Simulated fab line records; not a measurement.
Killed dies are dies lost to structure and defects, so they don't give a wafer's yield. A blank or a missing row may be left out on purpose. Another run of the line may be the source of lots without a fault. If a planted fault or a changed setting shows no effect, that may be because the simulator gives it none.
Lot-split experiment | flow gf180mcu | 23 wafers read from 5 lots, route of 602 steps

## SPLIT DETAILS
At GF_MIM_EXPOSE_16 (exposes mask FuseTop, target cd 2000 nm), the setting dose-mj was moved away from the recipe's 140 on 6 of the 23 wafers read, by -2.6% to +5.7%. For the rest of the wafers, this setting stayed at what the recipe calls for.

## FROM THE SPLIT TO THE READING: what the file shows between them, 2 steps
- GF_MIM_PEB_17
- GF_MIM_DEVELOP_18: develop time 60 s

## THE READING
MIM.cd-nm (the simulator's own value, which no gauge read), in nm, at GF_MIM_METAL_ETCH_19 (etches the open film in Cl2/BCl3, stops on Si3N4, target depth 324.5 nm, time 54.1 s). No usual value for it is given in the file. Average 2001 nm, standard deviation 3 nm, over the 17 wafers here run with the recipe.

wafer  | tool, chamber at the split | dose-mj as run | against the recipe | MIM.cd-nm, nm | against lot-mates on the recipe
L074.1 | iline-stepper-01, 0        | 140            | recipe             | 2002          | -
L074.2 | iline-stepper-01, 0        | 140            | recipe             | 1999          | -
L074.3 | iline-stepper-01, 0        | 140            | recipe             | 1998          | -
L074.5 | iline-stepper-01, 0        | 148            | +5.7%              | 1981          | -19
L074.6 | iline-stepper-01, 0        | 148            | +5.7%              | 1985          | -15
L075.2 | iline-stepper-01, 0        | 140            | recipe             | 1997          | -
L075.4 | iline-stepper-01, 0        | 140            | recipe             | 1998          | -
L075.5 | iline-stepper-01, 0        | 140            | recipe             | 1997          | -
L082.2 | iline-stepper-02, 0        | 144.2          | +3.0%              | 1993          | -10
L082.3 | iline-stepper-02, 0        | 140            | recipe             | 2003          | -
L082.4 | iline-stepper-02, 0        | 140            | recipe             | 2002          | -
L082.5 | iline-stepper-02, 0        | 140            | recipe             | 2005          | -
L082.6 | iline-stepper-02, 0        | 144.2          | +3.0%              | 1993          | -10
L083.1 | iline-stepper-02, 0        | 140            | recipe             | 2005          | -
L083.2 | iline-stepper-02, 0        | 140            | recipe             | 2003          | -
L083.3 | iline-stepper-02, 0        | 140            | recipe             | 2004          | -
L083.4 | iline-stepper-02, 0        | 140            | recipe             | 2004          | -
L083.5 | iline-stepper-02, 0        | 140            | recipe             | 2006          | -
L085.1 | iline-stepper-02, 0        | 140            | recipe             | 1998          | -
L085.2 | iline-stepper-02, 0        | 140            | recipe             | 2003          | -
L085.3 | iline-stepper-02, 0        | 136.3          | -2.6%              | 2005          | +4
L085.5 | iline-stepper-02, 0        | 136.3          | -2.6%              | 2007          | +6
L085.6 | iline-stepper-02, 0        | 140            | recipe             | 2001          | -

THE FIT
A straight line over all 23 wafers: MIM.cd-nm changes by -2.89 nm for each +1% of dose-mj; r = -0.90; the points scatter about the line by 2.9 nm.
The same after taking each lot's own level away (the mean of its wafers on the recipe; 23 wafers): -2.84 nm for each +1%; r = -0.96; scatter 1.6 nm.
Per that fit: largest dose-mj move, reading shift of 16 nm.
The lots' own levels span 1997.3 to 2004.4 nm, that is 2.4 times the standard deviation above.
So the lot-to-lot level changes the slope little: the two slopes agree.
Check: with one of the wafers moved furthest among these (+5.7%) left out of the fit, the line predicts -15.5 nm for it against its lot-mates. It came out at -18.7 nm against them.

## FURTHER SPLITS ON THESE WAFERS
Other splits were also applied to these wafers ahead of the reading. Each is held against what the fit with the lots' levels taken away leaves over:
other split on the same wafers       | wafers away from the commonest value | r with MIM.cd-nm (lot level and that fit taken away)
GF_M4_SPUTTER_00 chamber-pressure-pa | 15                                   | +0.01
GF_M4_COAT_09 resist-thk-nm          | 11                                   | -0.07
GF_M4_METAL_ETCH_16 icp-w            | 9                                    | +0.00
GF_V4_SPUTTER_21 chamber-pressure-pa | 18                                   | -0.13
GF_MIM_SPUTTER_02 power-w            | 9                                    | +0.09
GF_MIM_SPUTTER_08 time-s             | 9                                    | +0.15

## THE FILE'S OWN FIT
MIM.cd-nm changes by -2.86 nm for each +1% of dose-mj, r = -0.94.
